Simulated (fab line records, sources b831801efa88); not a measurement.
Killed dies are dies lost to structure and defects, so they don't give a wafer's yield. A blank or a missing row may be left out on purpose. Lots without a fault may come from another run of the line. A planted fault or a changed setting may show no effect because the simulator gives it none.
Which tool did it? | flow sky130 | 15 lots, 45 wafers sampled, at 3 steps of a route of 708

WHAT THE GAUGES READ, wafer by wafer
SKY_RES_XHIGH_TW_MEAS_09.
lot  | measured     | on            | RES_XHIGH_TW
L234 | day 26 21:29 | film_metro-03 | 1633 1638 1643
L235 | day 27 05:45 | film_metro-01 | 1641 1656 1637
L236 | day 27 13:02 | film_metro-01 | 1637 1638 1639
L237 | day 27 21:57 | film_metro-03 | 1631 1630 1639
L238 | day 28 02:23 | film_metro-03 | 1650 1666 1645
L239 | day 28 10:10 | film_metro-01 | 30 30 30
L240 | day 28 15:28 | film_metro-03 | 30 30 30
L241 | day 29 22:06 | film_metro-01 | 30 30 30
L245 | day 30 10:07 | film_metro-02 | 1615 1625 1620
L248 | day 31 18:53 | film_metro-01 | 1645 1642 1644
L249 | day 31 21:11 | film_metro-02 | 1629 1635 1631
L250 | day 32 08:05 | film_metro-02 | 1627 1610 1622
L255 | day 33 13:45 | film_metro-01 | 1642 1645 1657
L256 | day 34 07:11 | film_metro-02 | 1636 1618 1628
L257 | day 34 11:32 | film_metro-01 | 1634 1637 1637

WHICH TOOL RAN EACH LOT (tool, then ch and the chambers of the sampled wafers, then the start)
lot  | SKY_SD_P_STRIP_10                    | SKY_RES_XHIGH_STRIP_08
L234 | plasma_asher-02 ch 0,1, day 25 15:56 | plasma_asher-02 ch 1, day 26 21:23
L235 | plasma_asher-01 ch 0,1, day 26 00:35 | plasma_asher-02 ch 0,1, day 27 05:38
L236 | plasma_asher-04 ch 0,1, day 26 08:08 | plasma_asher-02 ch 0,1, day 27 12:56
L237 | plasma_asher-02 ch 0,1, day 26 17:17 | plasma_asher-03 ch 1, day 27 21:50
L238 | plasma_asher-04 ch 0,1, day 26 21:44 | plasma_asher-03 ch 0,1, day 28 02:19
L239 | plasma_asher-01 ch 0,1, day 27 05:08 | plasma_asher-02 ch 0,1, day 28 10:04
L240 | plasma_asher-01 ch 0,1, day 27 10:44 | plasma_asher-04 ch 0,1, day 28 15:22
L241 | plasma_asher-04 ch 0,1, day 28 18:05 | plasma_asher-02 ch 0,1, day 29 22:01
L245 | plasma_asher-04 ch 0,1, day 29 06:28 | plasma_asher-02 ch 0,1, day 30 10:01
L248 | plasma_asher-01 ch 0,1, day 30 16:05 | plasma_asher-02 ch 0,1, day 31 18:47
L249 | plasma_asher-01 ch 0,1, day 30 18:29 | plasma_asher-02 ch 0,1, day 31 21:05
L250 | plasma_asher-01 ch 0,1, day 31 05:11 | plasma_asher-02 ch 0,1, day 32 07:59
L255 | plasma_asher-04 ch 0,1, day 32 10:52 | plasma_asher-03 ch 0,1, day 33 13:40
L256 | plasma_asher-02 ch 0, day 33 04:26   | plasma_asher-04 ch 0,1, day 34 07:05
L257 | plasma_asher-01 ch 0,1, day 33 08:56 | plasma_asher-02 ch 0,1, day 34 11:26
- SKY_SD_P_STRIP_10: strips in O2/N2.
- SKY_RES_XHIGH_STRIP_08: strips in O2/N2.

WHAT THE TOOLS THEMSELVES READ (means of the sampled wafers that have a number; where no wafer has one, the mark that the record gives instead)
SKY_SD_P_STRIP_10.
lot  | tool            | chamber_pressure_mTorr (mTorr) | drypump_motor_current_A (A) | oes_product_au (a.u.) | strip_time_to_endpoint_s (s)
L234 | plasma_asher-02 | 1499.8                         | 5.8                         | 0.616                 | 17.48
L235 | plasma_asher-01 | 1500.0                         | 5.9                         | 0.618                 | 17.46
L236 | plasma_asher-04 | 1500.7                         | 6.4                         | 0.616                 | 17.52
L237 | plasma_asher-02 | 1501.3                         | 5.7                         | 0.618                 | 17.44
L238 | plasma_asher-04 | 1499.3                         | 6.4                         | 0.618                 | 17.53
L239 | plasma_asher-01 | -                              | -                           | -                     | -
L240 | plasma_asher-01 | -                              | -                           | -                     | -
L241 | plasma_asher-04 | -                              | -                           | -                     | -
L245 | plasma_asher-04 | 1499.8                         | 6.5                         | 0.617                 | 17.46
L248 | plasma_asher-01 | 1500.9                         | 5.7                         | 0.615                 | 17.52
L249 | plasma_asher-01 | 1499.5                         | 5.9                         | 0.619                 | 17.48
L250 | plasma_asher-01 | 1499.9                         | 5.9                         | 0.619                 | 17.47
L255 | plasma_asher-04 | 1501.0                         | 6.5                         | 0.620                 | 17.54
L256 | plasma_asher-02 | 1499.9                         | 5.6                         | 0.616                 | 17.56
L257 | plasma_asher-01 | 1501.4                         | 5.9                         | 0.616                 | 17.46

SKY_RES_XHIGH_STRIP_08.
lot  | tool            | chamber_pressure_mTorr (mTorr) | drypump_motor_current_A (A) | oes_product_au (a.u.) | strip_time_to_endpoint_s (s)
L234 | plasma_asher-02 | 1499.9                         | 5.9                         | 0.711                 | 14.28
L235 | plasma_asher-02 | 1499.7                         | 5.8                         | 0.710                 | 14.25
L236 | plasma_asher-02 | 1500.1                         | 5.8                         | 0.712                 | 14.25
L237 | plasma_asher-03 | 1500.1                         | 6.3                         | 0.712                 | 14.30
L238 | plasma_asher-03 | 1500.8                         | 5.9                         | 0.712                 | 14.19
L239 | plasma_asher-02 | 1498.0                         | 5.8                         | 0.716                 | 31.26
L240 | plasma_asher-04 | 1498.7                         | 6.4                         | 0.722                 | 31.32
L241 | plasma_asher-02 | 1500.5                         | 5.7                         | 0.719                 | 31.33
L245 | plasma_asher-02 | 1499.9                         | 5.8                         | 0.713                 | 14.29
L248 | plasma_asher-02 | 1500.4                         | 5.7                         | 0.709                 | 14.28
L249 | plasma_asher-02 | 1500.2                         | 5.8                         | 0.709                 | 14.31
L250 | plasma_asher-02 | 1499.7                         | 5.7                         | 0.720                 | 14.25
L255 | plasma_asher-03 | 1501.2                         | 5.9                         | 0.708                 | 14.23
L256 | plasma_asher-04 | 1499.1                         | 6.6                         | 0.711                 | 14.27
L257 | plasma_asher-02 | 1499.7                         | 5.8                         | 0.713                 | 14.32

THE ANSWER, worked out from the rows above alone
Rule: what is usual is taken from the lots themselves. Put in order of their means at a reading, lots are off if they are a third of the lots or fewer, leave a main group of 4 or more, and stand apart from it by a gap of 3 or more times the standard deviation of the main group's means; of several such gaps the widest counts. A main group whose means are all the same, to the digits that the tables above print for the reading, isn't used. A lot without any number at a reading at which 4 lots or more have one is off too. The other lots that the step has rows for count as sound. The gauges are gone through in route order, then the tools' own readings, and for those a lot's mean is taken as printed above. The first step at which some lot is off is used, and at that step the reading that is off furthest; a lot without a number counts as furthest.
Off: L239, L240, L241, at SKY_RES_XHIGH_TW_MEAS_09 (RES_XHIGH_TW). The main group: mean 1636, standard deviation 10.
A tool fits if, at a process step before that reading, it ran every lot that is off, and no sound lot after the first of them. The gauges at SKY_RES_XHIGH_TW_MEAS_09 aren't tried: what is off there is off at SKY_SD_P_STRIP_10 too, on other tools, and a gauge's error can't cause that. None of those tried fits.

WHAT THE SIMULATOR HAD PUT IN
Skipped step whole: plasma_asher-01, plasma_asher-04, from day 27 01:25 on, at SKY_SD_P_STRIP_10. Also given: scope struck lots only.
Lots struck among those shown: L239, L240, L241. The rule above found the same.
